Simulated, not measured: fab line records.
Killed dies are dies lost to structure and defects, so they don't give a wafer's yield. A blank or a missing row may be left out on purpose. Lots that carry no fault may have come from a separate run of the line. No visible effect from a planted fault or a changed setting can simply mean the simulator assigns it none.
One fault seen from 2 desks	flow gf180mcu	every desk sees just its own numbers, and what lay behind them comes last

DESK OF THE TOOL OWNER: litho track-02
The tool's own readings at GF_DUAL_GATE_DEVELOP_10 (develop time 60 s): means of the sampled wafers that have a number, for each lot that ran on this tool. If a lot's mean is further than 4 standard deviations from the usual mean, the lot is out of limits and carries the mark OUT (the distance appears in the brackets).
Columns: A = chill plate temp C at GF_DUAL_GATE_DEVELOP_10, usual 23.00 C
lot	first seen here	A
L762	day 13 07:31	23.05
L763	day 13 12:56	22.92
L767	day 14 19:47	22.88
L768	day 14 23:49	22.93
This desk's verdict: no lot among the 4 shows anything out of limits.

THE METROLOGY DESK
Means of the sampled wafers that have a number, per lot and without regard to the tool the lot ran on: this is what the gauges read. If a lot's mean is further than 4 standard deviations from the usual mean, the lot is out of limits and carries the mark OUT (the distance appears in the brackets).
Columns: A = STI_OXIDATION_THK at GF_STI_THK_MEAS_02, usual 9.95 nm; B = STI_OXIDATION_01_THK at GF_STI_THK_MEAS_22, usual 14.83 nm
lot	first seen here	A	B
L746	day 1 16:37	9.87	15.12
L750	day 2 13:28	9.88	14.54
L751	day 2 17:31	9.84	15.01
L752	day 2 22:31	10.07	14.63
L759	day 4 10:10	10.01	14.87
L760	day 4 15:01	9.92	14.96
L761	day 4 19:31	9.97	14.56
L762	day 5 01:06	9.97	14.83
L763	day 5 06:35	10.13	14.80
L764	day 5 11:46	10.28	14.41
L765	day 5 15:32	9.94	14.97
L766	day 5 20:55	9.80	14.88
L767	day 6 02:14	9.83	15.22
L768	day 6 06:44	9.72	15.11
This desk's verdict: no lot among the 14 shows anything out of limits.

TAKEN TOGETHER
The desk of the tool owner found nothing out of limits.
Metrology desk: nothing out of limits seen.

WHAT THE SIMULATOR HAD PUT IN
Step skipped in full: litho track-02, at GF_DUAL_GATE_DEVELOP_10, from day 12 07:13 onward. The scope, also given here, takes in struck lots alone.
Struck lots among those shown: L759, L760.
